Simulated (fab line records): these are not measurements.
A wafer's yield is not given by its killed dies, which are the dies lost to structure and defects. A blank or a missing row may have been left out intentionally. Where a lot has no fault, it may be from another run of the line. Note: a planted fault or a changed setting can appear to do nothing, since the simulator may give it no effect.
8D (eight disciplines) problem report, filled in by code :: flow gf180mcu :: the parts of the form that need people (team, actions taken, sign-off) are left out

## 1. PROBLEM STATEMENT
At GF_V5_CVD_23, chamberPressureTorr averages 38.44 Torr over 3 wafers from 2 lots, while fault-free wafers read 40.01 Torr, standard deviation 0.08. Measured from the usual mean, that is -20 standard deviations.
The step: deposits W, target thk 350 nm, time 104.9 s.
First seen on wafer L437.2, day 30 21:44, on cvdW-01. The record has a number at this step for 36 wafers belonging to 12 lots. Rule for "out" (also "out of limits"): further than 4 standard deviations from the usual mean. The other wafers with a number count as sound.

## 2. WHAT IT IS AND WHAT IT IS NOT
question: which readings at this step
is: chamberPressureTorr
is not: heaterPowerW

question: which lots
is: L437, L440
is not: L429, L430, L432, L435, L436, L438, L441, L446, L447, L448

question: which wafers of those lots
is: L437.2, L437.4, L440.1
is not: L437.1, L440.2, L440.3

question: read on which tools
is: cvdW-01
is not: cvdW-02

question: when
is: from day 30 21:44
is not: up to then (16 sound wafers); but 17 sound wafers of L438, L440, L441, L446, L447, L448 came after

## 3. WHAT RULES OUT EACH SUSPECT
Counting: a tool at a process step up to the reading stays a suspect if it ran every lot that is out. Sound lots after the first of them don't rule it out here, since some wafers of a struck lot are sound.
- plasmaAsher-04 at GF_M5_STRIP_11 (strips in O2/N2): kept. Ran every lot that is out, first one L437 (day 30 01:13); last sound lot up to then L436 (day 29 22:35).
- cvdW-01 at GF_V5_CVD_23 (deposits W, target thk 350 nm, time 104.9 s): kept. Ran every lot that is out, first one L437 (day 30 21:44); last sound lot up to then L435 (day 30 11:32). On those wafers its own readings are out: chamberPressureTorr.
- The sound lot-mates ran in chamber 0 of cvdW-01 at GF_V5_CVD_23, but the wafers that are out ran in chamber 1.
The count leaves cvdW-01 at GF_V5_CVD_23 and plasmaAsher-04 at GF_M5_STRIP_11.

## 4. THE CAUSE (what the simulator had put in)
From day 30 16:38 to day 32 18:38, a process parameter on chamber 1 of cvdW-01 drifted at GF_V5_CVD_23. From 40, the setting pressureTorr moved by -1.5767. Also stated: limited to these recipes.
After counting, 2 suspects remain, this tool included.

## 5. SEQUENCE OF EFFECTS, ordered by route
One row per reading whose mean, taken over the struck wafers that have a number, lies over 3 standard deviations from the usual. Readings are gone through only where the record gives a usual standard deviation; hours: the median, over the lots, of the time from a lot's start at the first step in this table giving one to that lot's start at this step; sigmas: the change measured in usual standard deviations.
hours: 0
step: GF_V5_CVD_23
reading: chamberPressureTorr
usual: 40.01 Torr
on struck wafers: 38.44
change: -1.57
sigmas: -20
Its process steps:
- GF_V5_CVD_23: deposits W, target thk 350 nm, time 104.9 s.

## 6. WHAT WOULD HAVE CAUGHT IT SOONER
The fault began at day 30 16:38; the first out-of-limits reading in this record came at day 30 21:44, 5 hours later.
